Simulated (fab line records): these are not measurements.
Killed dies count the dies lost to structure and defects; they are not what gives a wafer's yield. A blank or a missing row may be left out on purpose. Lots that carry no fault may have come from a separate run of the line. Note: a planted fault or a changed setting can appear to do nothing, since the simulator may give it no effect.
fab line records | flow sfqLine
record lots=5 | wafers=15 | lastDay=87
route steps=325 shown L0V@17 M0@28 I0@43 M1@58 M8@325
lots that met no fault: taken from a fault-free run of the same line
startH: start of the lot's first displayed wafer, in hours after the record's first day | waitH: hours from the lot's prior step to this one | " repeats the value in the row above | L1.1+2: a row that stands for several wafers | - no value present, or no start provided | * or withheld: withheld | < > ~ a bound
route shown NAME@n: a module of which the file shows steps, and the number in the route of the first | usual: mean/standard deviation of fault-free wafers | same: alike in all rows | chamber/n: place in a boat | sites: readings site by site | _std_site: their standard deviation | _edge_site: the outer-site mean with the inner-site mean subtracted | radiusMm: for every site, how far away it sits from the centre of the wafer | mask NAME#n: copy n | behind: tool/chamber where the wafer was last shaped | hold: what put the lot on hold/how long, in hours/how the hold closed | device: the transistor (n, p or np) that didn't switch | end of line: the tests these same wafers got at the end of their route | a step with no rows: only its recipe | killed: dies that structure and defects cost at the first sort, which is not the same as the wafer's yield | map: the dies of a wafer, with x for killed, . for not killed, _ for no die there
set.NAME: the setting as run; set.NAME@STEP: as run at that earlier step | model.NAME: the simulator's own value behind a step, which no gauge read
lots at some steps of the route; a table a step, a row a wafer
services: when a tool's chamber went out of use (startH, in hours from the record's first day, below 0 if earlier), for how many hours, and the reason
## steps
# step SFQ_TRILAYER_L0_VIA_LITHO_COAT_018
# recipe resist=BARC | spinRpm=3000 | resistThkNm=62
# step SFQ_TRILAYER_L0_VIA_LITHO_COAT_013
# recipe resist=KrF | spinRpm=3000 | resistThkNm=650
# step SFQ_TRILAYER_L0_VIA_LITHO_SOFTBAKE_017
# recipe tempC=withheld | timeS=withheld | resist=KrF
# step SFQ_TRILAYER_L0_VIA_LITHO_EXPOSE_014
# recipe maskId=L0V | na=0.6 | sourceShape=conventional | sigmaOuter=0.65 | targetCdNm=700 | doseMj=21.3
# step SFQ_TRILAYER_L0_VIA_LITHO_PEB_016
# recipe pebTempC=115 | pebTimeS=60 | resist=KrF
# step SFQ_TRILAYER_L0_VIA_LITHO_DEVELOP_015
# recipe timeS=60 | resist=KrF
# step SFQ_L0V_OVL_MEAS_903
# usual L0V_OVL=-2/4.3
lot.wafer | tool       | chamber | startH | waitH | L0V_OVL[nm]
L810.1    | overlay-02 | -       | 174.25 | 0.1   | -9
L810.2    | "          | -       | "      | "     | -13
L810.4    | "          | -       | "      | "     | -13
L818.2    | overlay-02 | -       | 241.29 | 0.1   | 1
L818.3    | "          | -       | "      | "     | 2
L818.4    | "          | -       | "      | "     | -1
L823.3    | overlay-01 | -       | 272.62 | 0.1   | -6
L823.5    | "          | -       | "      | "     | -4
L823.6    | "          | -       | "      | "     | -7
L826.1    | overlay-01 | -       | 298.58 | 0.1   | -4
L826.4    | "          | -       | "      | "     | -2
L826.5    | "          | -       | "      | "     | 1
L830.3    | overlay-02 | -       | 333.31 | 0.1   | 1
L830.5    | "          | -       | "      | "     | -6
L830.6    | "          | -       | "      | "     | -2
# step SFQ_TRILAYER_L0_VIA_BARC_OPEN_VIA_ETCH_021
# recipe maskMaterial=PR | chemistry=O2 | targetDepthNm=125 | target=BARC | sourceW=500 | biasW=80 | pressureMtorr=30 | timeS=41.7
# step SFQ_TRILAYER_L0_VIA_ETCH_VIA_ETCH_016
# recipe target=SiO2 | stopOn=MoNx_KI | maskMaterial=PR | chemistry=CHF3 | targetDepthNm=80 | sourceW=500 | biasW=80 | pressureMtorr=30 | timeS=withheld
# step SFQ_TRILAYER_L0_VIA_STRIP_STRIP_017
# recipe gas=O2 | powerW=200 | platenTempC=40 | overashFraction=0.65 | chemistry=O2 | pressureMtorr=50
# usual chamberPressureMTorr=50.00/0.045 | drypumpMotorCurrentA=5.85/0.3 | heBacksideLeakSccm=3.53/0.22 | oesProductAu=1.005/0.011
lot.wafer | tool        | chamber | startH | waitH | chamberPressureMTorr | drypumpMotorCurrentA | heBacksideLeakSccm | oesProductAu | rfHoursCounterH
L810.1    | rieMetal-04 | 0       | 174.37 | -     | 50.03                | 5.80                 | 3.29               | 0.985        | 46
L810.2    | "           | 1       | "      | "     | 49.94                | 5.94                 | 3.40               | 0.996        | 33
L810.4    | "           | 0       | "      | "     | 50.01                | 5.79                 | 3.57               | 0.998        | -
L818.2    | rieMetal-02 | 0       | 241.40 | -     | 50.05                | 5.70                 | 3.81               | 1.011        | 75
L818.3    | "           | 0       | "      | "     | 50.01                | 5.71                 | 3.59               | 1.027        | -
L818.4    | "           | 1       | "      | "     | 49.93                | 5.39                 | 3.83               | 1.017        | -
L823.3    | rieMetal-02 | 1       | 272.93 | -     | 49.97                | 5.37                 | 3.33               | 1.016        | -
L823.5    | "           | 1       | "      | "     | 50.03                | 5.39                 | 3.60               | 1.012        | -
L823.6    | "           | 0       | "      | "     | 50.04                | 5.70                 | 3.53               | 1.023        | -
L826.1    | rieMetal-02 | 0       | 298.70 | -     | 49.95                | 5.71                 | 3.56               | 1.016        | 83
L826.4    | "           | 0       | "      | "     | 50.05                | 5.69                 | 3.79               | 1.019        | -
L826.5    | "           | 0       | "      | "     | 50.01                | 5.73                 | 3.67               | 1.013        | -
L830.3    | rieMetal-02 | 0       | 333.82 | -     | 50.08                | 5.74                 | 3.57               | 1.012        | -
L830.5    | "           | 0       | "      | "     | 50.00                | 5.70                 | 3.64               | 1.014        | -
L830.6    | "           | 0       | "      | "     | 49.99                | 5.68                 | 3.58               | 1.019        | -
# step SFQ_TRILAYER_L0_VIA_STRIP_SOLV_CLEAN_018
# recipe chemistry=NMP | tempC=70 | timeS=600
# step SFQ_TRILAYER_M0_DEP_PRE_CLEAN_020
# recipe gas=Ar | timeS=15 | biasV=250
# step SFQ_TRILAYER_M0_DEP_SPUTTER_019
# recipe material=Nb | basePressurePa=1.33e-06 | chamberPressurePa=0.1333 | substrateTempC=20 | resputterCathodeVoltageV=400 | targetThkNm=200 | powerW=2000 | timeS=133.3
# usual throttleValvePct=30.0/1
lot.wafer | tool          | chamber | startH | waitH | throttleValvePct | model.Nb_of_TRILAYER_M0_DEP_SPUTTER_019.thkNm
L810.1    | pvdSputter-06 | -       | 175.17 | 0.0   | 31.2             | 205.1
L810.2    | "             | -       | "      | "     | 30.5             | 203.2
L810.4    | "             | -       | "      | "     | 31.2             | 200.8
L818.2    | pvdSputter-06 | -       | 242.20 | 0.0   | 31.0             | 202.6
L818.3    | "             | -       | "      | "     | 31.0             | 335.6
L818.4    | "             | -       | "      | "     | 30.2             | 199.5
L823.3    | pvdSputter-05 | -       | 273.53 | 0.0   | 30.2             | 199.1
L823.5    | "             | -       | "      | "     | 30.0             | 200.1
L823.6    | "             | -       | "      | "     | 30.3             | 200.9
L826.1    | pvdSputter-04 | -       | 299.50 | 0.0   | 30.3             | 201.8
L826.4    | "             | -       | "      | "     | 29.4             | 204
L826.5    | "             | -       | "      | "     | 29.5             | 204.7
L830.3    | pvdSputter-06 | -       | 334.82 | 0.0   | 30.7             | 201.8
L830.5    | "             | -       | "      | "     | 30.4             | 200.7
L830.6    | "             | -       | "      | "     | 31.0             | 201.9
# step SFQ_M0_RS_MEAS_904
# recipe thkMeasGauge=four-point-probe | reads=Nb_of_TRILAYER_M0_DEP_SPUTTER_019
# usual M0_NB_RS=0.880/0.0096
lot.wafer | tool         | chamber | startH | waitH | M0_NB_RS[ohm/sq]
L810.1    | filmMetro-03 | -       | 175.26 | 0.0   | 0.868
L810.2    | "            | -       | "      | "     | 0.875
L810.4    | "            | -       | "      | "     | 0.887
L818.2    | filmMetro-01 | -       | 242.31 | 0.1   | 0.880
L818.3    | "            | -       | "      | "     | 0.529
L818.4    | "            | -       | "      | "     | 0.893
L823.3    | filmMetro-01 | -       | 273.66 | 0.1   | 0.894
L823.5    | "            | -       | "      | "     | 0.891
L823.6    | "            | -       | "      | "     | 0.887
L826.1    | filmMetro-04 | -       | 299.59 | 0.0   | 0.883
L826.4    | "            | -       | "      | "     | 0.872
L826.5    | "            | -       | "      | "     | 0.869
L830.3    | filmMetro-04 | -       | 334.95 | 0.1   | 0.882
L830.5    | "            | -       | "      | "     | 0.886
L830.6    | "            | -       | "      | "     | 0.881
# step SFQ_TRILAYER_M0_LITHO_COAT_026
# recipe resist=BARC | spinRpm=3000 | resistThkNm=62
# step SFQ_TRILAYER_M0_LITHO_COAT_021
# recipe resist=KrF | spinRpm=3000 | resistThkNm=600
# step SFQ_TRILAYER_M0_LITHO_SOFTBAKE_025
# recipe tempC=withheld | timeS=withheld | resist=KrF
# step SFQ_TRILAYER_M0_LITHO_EXPOSE_022
# recipe maskId=M0 | na=0.6 | sourceShape=conventional | sigmaOuter=0.65 | targetCdNm=500 | doseMj=14.4
# step SFQ_TRILAYER_M0_LITHO_PEB_024
# recipe pebTempC=115 | pebTimeS=60 | resist=KrF
# step SFQ_TRILAYER_M0_LITHO_DEVELOP_023
# recipe timeS=60 | resist=KrF
# step SFQ_M0_OVL_MEAS_906
# usual M0_OVL=1/5.4
lot.wafer | tool       | chamber | startH | waitH | M0_OVL[nm]
L810.1    | overlay-01 | -       | 284.41 | 0.1   | 1
L810.2    | "          | -       | "      | "     | 11
L810.4    | "          | -       | "      | "     | 7
L818.2    | overlay-01 | -       | 355.61 | 0.1   | 7
L818.3    | "          | -       | "      | "     | 9
L818.4    | "          | -       | "      | "     | 6
L823.3    | overlay-01 | -       | 395.35 | 0.1   | 6
L823.5    | "          | -       | "      | "     | -1
L823.6    | "          | -       | "      | "     | -12
L826.1    | overlay-02 | -       | 426.71 | 0.1   | 11
L826.4    | "          | -       | "      | "     | 9
L826.5    | "          | -       | "      | "     | 7
L830.3    | overlay-01 | -       | 470.71 | 0.1   | 6
L830.5    | "          | -       | "      | "     | -3
L830.6    | "          | -       | "      | "     | -2
# step SFQ_TRILAYER_M0_BARC_OPEN_METAL_ETCH_031
# recipe maskMaterial=PR | chemistry=O2 | targetDepthNm=125 | target=BARC | icpW=600 | biasW=80 | pressureMtorr=10 | timeS=41.7
# usual chamberPressureMTorr=10.000/0.0089 | drypumpMotorCurrentA=5.68/0.17 | heBacksideLeakSccm=3.55/0.25 | oesProductAu=0.685/0.0047 | rfFwdPowerW=593/3
lot.wafer | tool        | chamber | startH | waitH | chamberPressureMTorr | drypumpMotorCurrentA | heBacksideLeakSccm | oesProductAu | rfFwdPowerW | rfHoursCounterH
L810.1    | rieMetal-02 | 0       | 284.44 | 0.0   | 10.008               | 5.75                 | 3.81               | 0.690        | 597         | 81
L810.2    | "           | 1       | "      | "     | 9.997                | 5.40                 | 3.79               | 0.681        | 590         | 172
L810.4    | "           | 1       | "      | "     | 10.005               | 5.39                 | 3.73               | 0.693        | 593         | -
L818.2    | rieMetal-02 | 0       | 355.64 | 0.0   | 9.983                | 5.76                 | 3.77               | 0.688        | 594         | 94
L818.3    | "           | 1       | "      | "     | 9.983                | 5.37                 | 3.32               | 0.686        | 591         | -
L818.4    | "           | 0       | "      | "     | 9.994                | 5.72                 | 3.64               | 0.686        | 594         | -
L823.3    | rieMetal-02 | 0       | 395.42 | 0.1   | 10.005               | 5.73                 | 3.52               | 0.685        | 598         | -
L823.5    | "           | 0       | "      | "     | 9.999                | 5.75                 | 3.58               | 0.681        | 598         | -
L823.6    | "           | 0       | "      | "     | 10.012               | 5.73                 | 3.51               | 0.682        | 599         | -
L826.1    | rieMetal-04 | 1       | 426.74 | 0.0   | 10.016               | 5.91                 | 3.44               | 0.689        | 594         | 67
L826.4    | "           | 0       | "      | "     | 10.001               | 5.80                 | 3.27               | 0.684        | 590         | -
L826.5    | "           | 1       | "      | "     | 9.999                | 5.92                 | 3.50               | 0.681        | 594         | -
L830.3    | rieMetal-01 | 1       | 470.76 | 0.0   | 10.016               | 5.60                 | 3.61               | 0.683        | 592         | -
L830.5    | "           | 0       | "      | "     | 10.004               | 5.57                 | 3.61               | 0.688        | 592         | -
L830.6    | "           | 1       | "      | "     | 10.016               | 5.60                 | 3.73               | 0.684        | 593         | -
# step SFQ_TRILAYER_M0_ETCH_METAL_ETCH_024
# recipe target=Nb | stopOn=SiO2 | maskMaterial=PR | chemistry=Cl2/Ar | targetDepthNm=240 | icpW=600 | biasW=80 | pressureMtorr=10 | timeS=120
# usual chamberPressureMTorr=10.000/0.008 | drypumpMotorCurrentA=5.67/0.17 | heBacksideLeakSccm=3.53/0.2 | oesProductAu=0.900/0.0073 | rfFwdPowerW=596.2/2
lot.wafer | tool        | chamber | startH | waitH | chamberPressureMTorr | drypumpMotorCurrentA | heBacksideLeakSccm | oesProductAu | rfFwdPowerW | rfHoursCounterH
L810.1    | rieMetal-02 | 1       | 284.52 | 0.1   | 10.001               | 5.37                 | 3.77               | 0.905        | 595.2       | 172
L810.2    | "           | 1       | "      | "     | 10.000               | 5.38                 | 3.79               | 0.906        | 593.8       | -
L810.4    | "           | 1       | "      | "     | 10.002               | 5.38                 | 3.70               | 0.897        | 594.6       | -
L818.2    | rieMetal-02 | 0       | 355.70 | 0.0   | 10.000               | 5.71                 | 3.66               | 0.894        | 598.4       | 94
L818.3    | "           | 1       | "      | "     | 9.991                | 5.40                 | 3.31               | 0.996        | 595.8       | -
L818.4    | "           | 0       | "      | "     | 9.988                | 5.66                 | 3.29               | 0.894        | 596.0       | -
L823.3    | rieMetal-02 | 0       | 395.58 | 0.1   | 9.997                | 5.66                 | 3.98               | 0.898        | 598.7       | -
L823.5    | "           | 0       | "      | "     | 10.012               | 5.67                 | 3.66               | 0.893        | 596.2       | -
L823.6    | "           | 0       | "      | "     | 10.010               | 5.70                 | 3.77               | 0.893        | 601.9       | -
L826.1    | rieMetal-04 | 1       | 426.80 | 0.0   | 10.005               | 5.93                 | 3.23               | 0.895        | 596.2       | 67
L826.4    | "           | 0       | "      | "     | 9.997                | 5.78                 | 3.63               | 0.901        | 593.8       | -
L826.5    | "           | 1       | "      | "     | 9.995                | 5.92                 | 3.46               | 0.906        | 597.3       | -
L830.3    | rieMetal-01 | 1       | 470.84 | 0.1   | 10.014               | 5.59                 | 3.22               | 0.903        | 596.5       | -
L830.5    | "           | 0       | "      | "     | 10.014               | 5.55                 | 3.78               | 0.900        | 594.1       | -
L830.6    | "           | 1       | "      | "     | 10.004               | 5.61                 | 3.40               | 0.897        | 595.4       | -
# step SFQ_TRILAYER_M0_STRIP_STRIP_025
# recipe gas=O2 | powerW=200 | platenTempC=40 | overashFraction=0.65 | chemistry=O2 | pressureMtorr=50
# step SFQ_TRILAYER_M0_STRIP_SOLV_CLEAN_026
# recipe chemistry=NMP | tempC=70 | timeS=600
# step SFQ_TRILAYER_I0_DEP_PECVD_027
# recipe material=SiO2 | tempC=150 | timeS=111.11 | pressureTorr=2.4 | rfW=183.3 | precursor=SiH4/N2O | targetThkNm=500
# step SFQ_TRILAYER_I0_CMP_CMP_028
# recipe material=SiO2 | downForcePsi=3 | platenRpm=60 | padVelocityMS=0.94248
# usual motorCurrentA=10.1/1 | timeToEndpointS=215/6.5
lot.wafer | tool   | chamber | startH | waitH | motorCurrentA | timeToEndpointS
L810.1    | cmp-01 | 3       | 287.51 | 1.2   | 12.1          | 204
L810.4    | "      | 0       | "      | "     | 11.6          | 213
L810.2    | "      | 1       | "      | "     | 8.5           | 204
L818.3    | cmp-02 | 3       | 356.68 | 0.0   | 9.2           | 212
L818.2    | "      | 1       | 357.68 | 1.0   | 10.2          | 197
L818.4    | "      | 2       | "      | "     | 10.4          | 216
L823.3    | cmp-01 | 3       | 398.70 | 1.5   | 12.2          | 211
L823.6    | "      | 0       | "      | "     | 11.4          | 213
L823.5    | "      | 1       | "      | "     | 8.3           | 202
L826.4    | cmp-02 | 1       | 433.86 | 6.1   | 10.2          | 214
L826.1    | "      | 3       | 434.86 | 7.1   | 8.9           | 218
L826.5    | "      | 1       | 435.86 | 8.1   | 11.0          | 213
L830.3    | cmp-02 | 3       | 474.12 | 2.4   | 9.0           | 209
L830.6    | "      | 0       | "      | "     | 9.8           | 218
L830.5    | "      | 1       | "      | "     | 10.1          | 215
# step SFQ_I0_BOW_MEAS_907
# recipe mode=bow
# usual I0_BOW=1/6.1
lot.wafer | tool         | chamber | startH | waitH | I0_BOW[um]
L810.1    | filmMetro-01 | -       | 290.01 | 2.0   | 0
L810.2    | "            | -       | "      | "     | 6
L810.4    | "            | -       | "      | "     | 13
L818.2    | filmMetro-02 | -       | 359.70 | 1.5   | 7
L818.3    | "            | -       | "      | "     | 0
L818.4    | "            | -       | "      | "     | 9
L823.3    | filmMetro-04 | -       | 400.24 | 1.0   | -4
L823.5    | "            | -       | "      | "     | 2
L823.6    | "            | -       | "      | "     | -7
L826.1    | filmMetro-02 | -       | 436.36 | 1.0   | 3
L826.4    | "            | -       | "      | "     | -8
L826.5    | "            | -       | "      | "     | 8
L830.3    | filmMetro-01 | -       | 475.66 | 1.0   | -2
L830.5    | "            | -       | "      | "     | 7
L830.6    | "            | -       | "      | "     | 4
# step SFQ_TRILAYER_I0_METRO_MEASURE_029
# step SFQ_TRILAYER_I0_VIA_LITHO_COAT_036
# recipe resist=BARC | spinRpm=3000 | resistThkNm=62
# step SFQ_TRILAYER_I0_VIA_LITHO_COAT_031
# recipe resist=KrF | spinRpm=3000 | resistThkNm=650
# step SFQ_TRILAYER_I0_VIA_LITHO_SOFTBAKE_035
# recipe tempC=withheld | timeS=withheld | resist=KrF
# step SFQ_TRILAYER_I0_VIA_LITHO_EXPOSE_032
# recipe maskId=I0 | na=0.6 | sourceShape=conventional | sigmaOuter=0.65 | targetCdNm=500 | doseMj=21.3
# step SFQ_TRILAYER_I0_VIA_LITHO_PEB_034
# recipe pebTempC=115 | pebTimeS=60 | resist=KrF
# step SFQ_TRILAYER_I0_VIA_LITHO_DEVELOP_033
# recipe timeS=60 | resist=KrF
# step SFQ_I0_OVL_MEAS_908
# usual I0_OVL=2/4.7
lot.wafer | tool       | chamber | startH | waitH | I0_OVL[nm]
L810.1    | overlay-01 | -       | 414.71 | 0.1   | -4
L810.2    | "          | -       | "      | "     | -4
L810.4    | "          | -       | "      | "     | 3
L818.2    | overlay-02 | -       | 500.71 | 0.1   | -3
L818.3    | "          | -       | "      | "     | -2
L818.4    | "          | -       | "      | "     | 0
L823.3    | overlay-02 | -       | 556.19 | 0.1   | 0
L823.5    | "          | -       | "      | "     | -5
L823.6    | "          | -       | "      | "     | 1
L826.1    | overlay-01 | -       | 589.18 | 0.1   | -2
L826.4    | "          | -       | "      | "     | 6
L826.5    | "          | -       | "      | "     | 0
L830.3    | overlay-02 | -       | 623.99 | 0.1   | 2
L830.5    | "          | -       | "      | "     | -2
L830.6    | "          | -       | "      | "     | 1
# step SFQ_TRILAYER_I0_VIA_BARC_OPEN_VIA_ETCH_046
# recipe maskMaterial=PR | chemistry=O2 | targetDepthNm=125 | target=BARC | sourceW=500 | biasW=80 | pressureMtorr=30 | timeS=41.7
# step SFQ_TRILAYER_I0_VIA_ETCH_VIA_ETCH_034
# recipe target=SiO2 | stopOn=Nb | maskMaterial=PR | taperDeg=20 | chemistry=CHF3 | targetDepthNm=260 | sourceW=500 | biasW=80 | pressureMtorr=30 | timeS=withheld
# usual chamberPressureMTorr=29.999/0.028 | drypumpMotorCurrentA=5.7/0.45 | oesProductAu=0.856/0.0055 | rfFwdPowerW=497.9/1.6
lot.wafer | tool       | chamber | startH | waitH | chamberPressureMTorr | drypumpMotorCurrentA | oesProductAu | rfFwdPowerW
L810.1    | rieDiel-03 | 3       | 414.78 | 0.0   | 29.969               | 5.8                  | 0.858        | 500.9
L810.2    | "          | 2       | "      | "     | 30.043               | 5.3                  | 0.854        | 496.1
L810.4    | "          | 0       | "      | "     | 29.986               | 6.3                  | 0.861        | 499.1
L818.2    | rieDiel-03 | 2       | 500.78 | 0.0   | 29.987               | 5.2                  | 0.861        | 497.4
L818.3    | "          | 0       | "      | "     | 30.014               | 6.3                  | 0.853        | 500.7
L818.4    | "          | 3       | "      | "     | 30.037               | 5.9                  | 0.855        | 499.8
L823.3    | rieDiel-02 | 1       | 556.25 | 0.0   | 29.978               | 5.2                  | 0.848        | 497.0
L823.5    | "          | 0       | "      | "     | 29.997               | 5.9                  | 0.847        | 498.1
L823.6    | "          | 2       | "      | "     | 30.007               | 5.4                  | 0.854        | 500.7
L826.1    | rieDiel-02 | 2       | 589.25 | 0.0   | 29.984               | 5.3                  | 0.857        | 498.2
L826.4    | "          | 3       | "      | "     | 29.987               | 5.7                  | 0.854        | 497.4
L826.5    | "          | 3       | "      | "     | 30.009               | 5.7                  | 0.856        | 495.4
L830.3    | rieDiel-03 | 0       | 624.05 | 0.0   | 29.994               | 6.3                  | 0.846        | 497.5
L830.5    | "          | 3       | "      | "     | 29.981               | 5.9                  | 0.860        | 499.7
L830.6    | "          | 2       | "      | "     | 29.982               | 5.3                  | 0.850        | 500.4
# step SFQ_TRILAYER_I0_VIA_STRIP_STRIP_035
# recipe gas=O2 | powerW=200 | platenTempC=40 | overashFraction=0.65 | chemistry=O2 | pressureMtorr=50
# usual chamberPressureMTorr=49.99/0.048 | drypumpMotorCurrentA=5.7/0.31 | heBacksideLeakSccm=3.58/0.19 | oesProductAu=1.003/0.0095
lot.wafer | tool        | chamber | startH | waitH | chamberPressureMTorr | drypumpMotorCurrentA | heBacksideLeakSccm | oesProductAu | rfHoursCounterH
L810.1    | rieMetal-03 | 0       | 414.90 | -     | 49.92                | 6.4                  | 3.64               | 1.014        | 133
L810.2    | "           | 1       | "      | "     | 49.97                | 6.0                  | 3.77               | 1.002        | 58
L810.4    | "           | 0       | "      | "     | 50.02                | 6.4                  | 3.64               | 1.000        | -
L818.2    | rieMetal-01 | 1       | 501.09 | -     | 50.04                | 5.6                  | 3.62               | 1.007        | -
L818.3    | "           | 1       | "      | "     | 49.93                | 5.6                  | 3.56               | 1.004        | -
L818.4    | "           | 1       | "      | "     | 49.99                | 5.6                  | 3.37               | 1.008        | -
L823.3    | rieMetal-01 | 1       | 556.57 | -     | 49.93                | 5.6                  | 3.75               | 1.005        | -
L823.5    | "           | 1       | "      | "     | 49.98                | 5.6                  | 3.89               | 1.011        | -
L823.6    | "           | 0       | "      | "     | 49.95                | 5.6                  | 3.52               | 1.011        | -
L826.1    | rieMetal-03 | 1       | 589.37 | -     | 50.01                | 6.0                  | 3.95               | 1.017        | 81
L826.4    | "           | 0       | "      | "     | 49.99                | 6.4                  | 3.61               | 0.997        | -
L826.5    | "           | 1       | "      | "     | 49.92                | 6.0                  | 3.60               | 1.022        | -
L830.3    | rieMetal-02 | 1       | 624.37 | -     | 49.98                | 5.4                  | 3.34               | 1.015        | -
L830.5    | "           | 0       | "      | "     | 49.94                | 5.7                  | 3.51               | 1.023        | -
L830.6    | "           | 1       | "      | "     | 49.95                | 5.4                  | 3.35               | 1.005        | -
# step SFQ_TRILAYER_I0_VIA_STRIP_SOLV_CLEAN_036
# recipe chemistry=NMP | tempC=70 | timeS=600
# step SFQ_TRILAYER_M1_DEP_PRE_CLEAN_038
# recipe gas=Ar | timeS=22.5 | biasV=250
# step SFQ_M8_BOW_MEAS_951
# recipe mode=bow
# usual M8_BOW=9/7.9
lot.wafer | tool         | chamber | startH  | waitH | M8_BOW[um] | model.etest.m0.combLog10Ohm | model.etest.m0.ohmSq
L810.1    | filmMetro-02 | -       | 2006.24 | 0.0   | 4          | 12                          | 0.8673
L810.2    | "            | -       | "       | "     | 9          | 12                          | 0.875
L810.4    | "            | -       | "       | "     | 16         | 12                          | 0.8859
L818.2    | filmMetro-02 | -       | 2024.49 | 0.0   | 13         | 12                          | 0.8778
L818.3    | "            | -       | "       | "     | 5          | 0                           | 0.5299
L818.4    | "            | -       | "       | "     | 13         | 12                          | 0.8913
L823.3    | filmMetro-01 | -       | 2037.78 | 0.0   | -2         | 12                          | 0.8932
L823.5    | "            | -       | "       | "     | 3          | 12                          | 0.8888
L823.6    | "            | -       | "       | "     | -4         | 12                          | 0.8853
L826.1    | filmMetro-01 | -       | 2064.32 | 0.0   | 15         | 12                          | 0.8811
L826.4    | "            | -       | "       | "     | 4          | 12                          | 0.8716
L826.5    | "            | -       | "       | "     | 21         | 12                          | 0.8689
L830.3    | filmMetro-02 | -       | 2095.16 | 0.0   | 1          | 12                          | 0.8814
L830.5    | "            | -       | "       | "     | 11         | 12                          | 0.8861
L830.6    | "            | -       | "       | "     | 8          | 12                          | 0.8809
## services
tool          | chamber | startH | hours | kind
pvdSputter-06 | -       | 162.84 | 2.8   | repair
rieDiel-03    | 0       | 188.74 | 10.0  | repair
rieDiel-03    | -       | 190.31 | 0.8   | repair
cmp-02        | -       | 220.10 | 3.6   | repair
rieMetal-04   | -       | 245.40 | 15.6  | pm
rieMetal-01   | -       | 247.88 | 2.8   | pm
rieDiel-03    | 3       | 251.75 | 8.8   | repair
rieDiel-03    | 2       | 259.11 | 8.9   | repair
pvdSputter-06 | -       | 260.02 | 4.7   | repair
rieDiel-03    | 0       | 306.40 | 2.3   | repair
pvdSputter-06 | -       | 315.86 | 0.6   | repair
rieMetal-02   | 0       | 320.70 | 3.0   | repair
cmp-02        | -       | 343.62 | 0.7   | repair
rieMetal-04   | -       | 363.64 | 0.2   | repair
cmp-02        | -       | 373.48 | 6.4   | repair
rieMetal-02   | 1       | 390.89 | 26.5  | repair
cmp-02        | -       | 408.77 | 4.0   | pm
cmp-02        | -       | 421.38 | 0.5   | repair
rieMetal-02   | 0       | 430.96 | 2.9   | repair
rieMetal-04   | 0       | 473.65 | 6.4   | repair
cmp-02        | -       | 516.61 | 4.5   | pm
cmp-02        | -       | 521.12 | 7.0   | pm
rieDiel-03    | -       | 524.39 | 1.5   | repair
rieMetal-02   | -       | 532.35 | 2.8   | pm
## key
firstSign step=SFQ_M0_RS_MEAS_904 | reading=M0_NB_RS | direction=down | sigmas=37 | usual=0.880 | struck=0.529
effect step=SFQ_TRILAYER_M0_ETCH_METAL_ETCH_024 | reading=oesProductAu | direction=up | sigmas=13 | usual=0.900 | struck=0.996
modelEffect step=SFQ_TRILAYER_M0_DEP_SPUTTER_019 | value=Nb_of_TRILAYER_M0_DEP_SPUTTER_019.thkNm | without=203.2 | struck=335.6
modelEffect step=SFQ_M8_BOW_MEAS_951 | value=etest.m0.combLog10Ohm | without=12 | struck=0
metAt SFQ_TRILAYER_M0_DEP_SPUTTER_019
struckWafers L818.3
onsetBetween 175.17 242.20
fault kind=processParameterDrift | tool=pvdSputter-06 | chamber=- | onsetH=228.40 | steps=SFQ_TRILAYER_M0_DEP_SPUTTER_019 | channel=targetThkNm | offset=132.41 | shape=step | endH=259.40 | scope=struckWafersOnly | actsIn=theseRecipesOnly | stated=200
